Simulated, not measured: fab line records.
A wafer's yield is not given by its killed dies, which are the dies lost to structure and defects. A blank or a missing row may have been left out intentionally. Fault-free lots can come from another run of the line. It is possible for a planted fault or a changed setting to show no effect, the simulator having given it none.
Which of the tools did it? ; flow sky130 ; Sampling: 6 lots, 18 wafers, 3 of 708 route steps

== WHAT EACH GAUGE READ, for each wafer ==
SKY_NWELL_RS_MEAS_29: a four-point-probe measurement.
lot;measured;on;NWELL_RS (ohm/sq)
L335;day 6 11:18;film-metro-01;624.2 625.1 623.0
L337;day 6 22:12;film-metro-01;624.6 625.4 624.6
L339;day 7 13:32;film-metro-04;626.0 624.5 624.5
L341;day 8 01:25;film-metro-03;625.5 624.0 624.0
L344;day 8 18:56;film-metro-01;634.7 637.3 635.1
L351;day 10 16:55;film-metro-03;622.8 624.4 623.8

== WHICH TOOL RAN EACH LOT (tool, then ch and the chambers of the sampled wafers, then the start) ==
lot;SKY_DNWELL_STRIP_08;SKY_NWELL_IMPLANT_12
L335;plasma-asher-02 ch 0,1, day 4 05:47;implanter-04 ch 0, day 5 16:26
L337;plasma-asher-03 ch 0,1, day 4 14:58;implanter-04 ch 0, day 6 02:35
L339;plasma-asher-04 ch 0,1, day 5 05:11;implanter-02 ch 0, day 6 16:43
L341;plasma-asher-04 ch 0,1, day 5 14:48;implanter-03 ch 0, day 7 04:31
L344;plasma-asher-02 ch 0,1, day 6 06:05;implanter-02 ch 0, day 7 21:26
L351;plasma-asher-02 ch 0,1, day 7 22:05;implanter-04 ch 0, day 9 17:00
- SKY_DNWELL_STRIP_08: strips in O2/N2.
- SKY_NWELL_IMPLANT_12

== THE ANSWER, worked out from the rows above alone ==
Rule: the usual values come from the lots themselves. The widest of any qualifying gaps counts: lots, ordered by their means at a reading, are off when they make up no more than a third of the lots, leave a main group of 4 or more, and stand apart from it by 3 or more times the standard deviation of that group's means. If all means in a main group match to the digits the tables above print for the reading, that group is not used. A lot without any number at a reading at which 4 lots or more have one is off too. Where the step has rows for the other lots, those lots are counted as sound.
Off: L344, at SKY_NWELL_RS_MEAS_29 (NWELL_RS). The main group: mean 624.4 ohm/sq, standard deviation 0.49.
If a tool, at a process step before that reading, ran all the lots that are off and no sound lot after the first of them, it fits. Those tools and the gauges at SKY_NWELL_RS_MEAS_29 are tried in the same way. Undecided on this evidence; 2 tools fit (implanter-02 at SKY_NWELL_IMPLANT_12, film-metro-01 at SKY_NWELL_RS_MEAS_29).

== WHAT THE SIMULATOR HAD INSERTED ==
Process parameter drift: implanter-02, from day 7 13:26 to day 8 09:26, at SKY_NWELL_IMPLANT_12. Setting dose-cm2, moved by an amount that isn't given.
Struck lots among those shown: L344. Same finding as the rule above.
